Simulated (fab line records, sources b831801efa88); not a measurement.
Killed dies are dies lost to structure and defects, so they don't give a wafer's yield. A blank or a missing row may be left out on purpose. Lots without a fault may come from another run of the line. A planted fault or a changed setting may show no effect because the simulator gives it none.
Which tool did it? | flow sky130 | 10 lots, 30 wafers sampled, at 4 steps of a route of 708

WHAT THE GAUGES READ, wafer by wafer
SKY_CAPM_THK_MEAS_01. Usual: CAPM_CVD_00_THK 15.53 nm, standard deviation 0.23.
lot  | measured     | on            | CAPM_CVD_00_THK (nm)                | flag
L328 | day 36 12:54 | film_metro-02 | 15.53 15.61 15.88                   |
L331 | day 37 01:42 | film_metro-04 | 15.44 15.75 15.40                   |
L333 | day 38 00:33 | film_metro-04 | 24.07 15.47 15.75 24.05 15.51 15.82 | OFF
L337 | day 38 19:51 | film_metro-04 | 24.17 24.00 15.81 24.16 24.05 15.81 | OFF
L341 | day 39 20:58 | film_metro-04 | 15.18 15.66 15.43                   |
L345 | day 41 05:14 | film_metro-02 | 15.35 15.72 15.63                   |
L346 | day 41 11:50 | film_metro-03 | 15.57 15.79 15.83                   |
L347 | day 41 16:50 | film_metro-04 | 15.55 15.86 15.75                   |
L348 | day 42 08:38 | film_metro-04 | 15.16 15.14 15.09                   |
L350 | day 43 02:12 | film_metro-04 | 15.41 15.83 15.70                   |

WHICH TOOL RAN EACH LOT (tool, then ch and the chambers of the sampled wafers, then the start)
lot  | SKY_METAL2_DESCUM_17              | SKY_VIA2_ETCH_14                   | SKY_CAPM_CVD_00
L328 | rie_metal-03 ch 0,1, day 35 08:08 | rie_diel-04 ch 0,2,3, day 36 11:17 | pecvd-02 ch 1,2, day 36 12:52
L331 | rie_metal-03 ch 0,1, day 35 21:50 | rie_diel-04 ch 0,1,3, day 37 00:01 | pecvd-04 ch 0,2, day 37 01:41
L333 | rie_metal-02 ch 0,1, day 36 20:14 | rie_diel-03 ch 1,2, day 37 22:59   | pecvd-02 ch 1,2, day 38 00:31
L337 | rie_metal-03 ch 0,1, day 37 15:35 | rie_diel-03 ch 1,3, day 38 18:17   | pecvd-02 ch 0,1, day 38 19:49
L341 | rie_metal-02 ch 0,1, day 38 17:21 | rie_diel-01 ch 0,1,2, day 39 19:23 | pecvd-04 ch 0,2, day 39 20:55
L345 | rie_metal-04 ch 0,1, day 40 01:47 | rie_diel-01 ch 0,2,3, day 41 03:38 | pecvd-03 ch 0,1,2, day 41 05:12
L346 | rie_metal-04 ch 0, day 40 08:47   | rie_diel-03 ch 1,2, day 41 10:17   | pecvd-03 ch 1,2, day 41 11:49
L347 | rie_metal-02 ch 0,1, day 40 13:02 | rie_diel-04 ch 0,2,3, day 41 15:14 | pecvd-02 ch 0,2, day 41 16:48
L348 | rie_metal-04 ch 0,1, day 41 05:59 | rie_diel-03 ch 1,2,3, day 42 07:02 | pecvd-03 ch 0,1, day 42 08:36
L350 | rie_metal-04 ch 0,1, day 42 00:23 | rie_diel-01 ch 0,1,3, day 43 00:32 | pecvd-02 ch 0,1, day 43 02:10
- SKY_METAL2_DESCUM_17: chemistry O2, time 8 s.
- SKY_VIA2_ETCH_14: etches BARC in N2/H2, stops on SiO2, time 45.9 s, target depth 60 nm.
- SKY_CAPM_CVD_00: deposits SiO2, target thk 15.5 nm.

WHAT THE TOOLS THEMSELVES READ (means of the sampled wafers that have a number; where no wafer has one, the mark that the record gives instead)
SKY_METAL2_DESCUM_17. Usual: drypump_motor_current_A 5.65 A, standard deviation 0.087; oes_product_au 0.999 a.u., standard deviation 0.0077.
lot  | tool         | drypump_motor_current_A (A) | oes_product_au (a.u.) | flag
L328 | rie_metal-03 | 5.66                        | 0.999                 |
L331 | rie_metal-03 | 5.74                        | 1.007                 |
L333 | rie_metal-02 | 5.72                        | 0.996                 |
L337 | rie_metal-03 | 5.66                        | 0.987                 |
L341 | rie_metal-02 | 5.71                        | 1.005                 |
L345 | rie_metal-04 | 5.58                        | 0.998                 |
L346 | rie_metal-04 | 5.63                        | 0.998                 |
L347 | rie_metal-02 | 5.69                        | 1.012                 |
L348 | rie_metal-04 | 5.54                        | 0.983                 |
L350 | rie_metal-04 | 5.60                        | 0.996                 |

SKY_VIA2_ETCH_14. Usual: bias_w 100.0 W, standard deviation 0.31; drypump_motor_current_A 5.8 A, standard deviation 0.39; oes_product_au 0.854 a.u., standard deviation 0.0048; throttle_valve_pct 13.225 %, standard deviation 0.0091.
lot  | tool        | bias_w (W) | drypump_motor_current_A (A) | oes_product_au (a.u.) | throttle_valve_pct (%) | flag
L328 | rie_diel-04 | 100.4      | 5.8                         | 0.853                 | 13.219                 |
L331 | rie_diel-04 | 100.0      | 5.6                         | 0.854                 | 13.226                 |
L333 | rie_diel-03 | 99.8       | 6.2                         | 0.862                 | 13.227                 |
L337 | rie_diel-03 | 100.0      | 5.6                         | 0.858                 | 13.228                 |
L341 | rie_diel-01 | 100.1      | 5.6                         | 0.856                 | 13.216                 |
L345 | rie_diel-01 | 99.9       | 5.8                         | 0.852                 | 13.231                 |
L346 | rie_diel-03 | 99.9       | 6.0                         | 0.855                 | 13.216                 |
L347 | rie_diel-04 | 99.8       | 5.8                         | 0.854                 | 13.228                 |
L348 | rie_diel-03 | 99.9       | 5.9                         | 0.857                 | 13.221                 |
L350 | rie_diel-01 | 100.2      | 5.4                         | 0.852                 | 13.224                 |

SKY_CAPM_CVD_00. Usual: heater_power_w 800 W, standard deviation 110.
lot  | tool     | heater_power_w (W) | flag
L328 | pecvd-02 | 822                |
L331 | pecvd-04 | 724                |
L333 | pecvd-02 | 843                |
L337 | pecvd-02 | 802                |
L341 | pecvd-04 | 800                |
L345 | pecvd-03 | 845                |
L346 | pecvd-03 | 980                |
L347 | pecvd-02 | 778                |
L348 | pecvd-03 | 855                |
L350 | pecvd-02 | 776                |

THE ANSWER, worked out from the rows above alone
Rule: a lot is off if the mean of its wafers that have a number lies more than 3 standard deviations from the usual mean. A lot without any number at a reading at which 4 lots or more have one is off too. The other lots that the step has rows for count as sound. The gauges are gone through in route order, then the tools' own readings, and for those a lot's mean is taken as printed above. The first step at which some lot is off is used, and at that step the reading that is off furthest; a lot without a number counts as furthest.
Off: L333, L337, at SKY_CAPM_THK_MEAS_01 (CAPM_CVD_00_THK).
A tool fits if, at a process step before that reading, it ran every lot that is off, and no sound lot after the first of them. The gauges at SKY_CAPM_THK_MEAS_01 are tried like those tools. None of those tried fits.

WHAT THE SIMULATOR HAD PUT IN
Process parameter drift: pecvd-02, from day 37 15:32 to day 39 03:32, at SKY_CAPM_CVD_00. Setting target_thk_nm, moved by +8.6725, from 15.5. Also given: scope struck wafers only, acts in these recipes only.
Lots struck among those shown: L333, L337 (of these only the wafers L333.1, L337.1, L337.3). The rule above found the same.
